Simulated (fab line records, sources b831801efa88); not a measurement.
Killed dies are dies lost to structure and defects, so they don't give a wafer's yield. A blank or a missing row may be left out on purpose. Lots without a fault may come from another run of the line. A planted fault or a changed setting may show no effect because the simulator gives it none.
Chamber matching | flow gf180mcu | GF_CONTACT_CMP_04 on cmp-01: 4 sister chambers
The step polishes SiO2. 4 wafers are shown with their chamber, then 7 later ones without.

WAFERS WITH THEIR CHAMBER
wafer  | chamber | motor_current_A (A)
L736.5 | 1       | 11.9
L740.6 | 2       | 12.5
L743.1 | 3       | 10.5
L743.4 | 0       | 12.6

WAFERS WITHOUT THEIR CHAMBER
wafer  | motor_current_A (A)
L743.5 | 12.5
L748.1 | 12.4
L748.3 | 13.1
L748.6 | 10.3
L753.1 | 12.4
L753.3 | 13.4
L753.5 | 13.6

WHICH CHAMBER EACH WENT THROUGH
wafer  | from the rows above          | in truth
L743.5 | can't be placed: 2 or 0 or 1 | 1
L748.1 | can't be placed: 2 or 0 or 1 | 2
L748.3 | can't be placed: 0 or 2 or 1 | 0
L748.6 | 3                            | 3
L753.1 | can't be placed: 2 or 0 or 1 | 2
L753.3 | can't be placed: 0 or 2 or 1 | 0
L753.5 | can't be placed: 0 or 2 or 1 | 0
Placed correctly: 1 of 7. Can't be placed from these rows: 6 (the true chamber is among the candidates in 6). Placed wrongly: 0.
How it was worked out, from the rows above alone: a wafer's distance from a chamber is the root of the sum, over the readings, of the square of ((its reading less the chamber's mean) divided by the reading's scatter). The wafer belongs to the nearest chamber; if the next one is less than 2 further off, it can't be placed. A chamber's mean is the mean of its shown wafers. The scatter: with one shown wafer a chamber, the root of the mean of the squares of how far each hidden wafer lies from its nearest shown one.
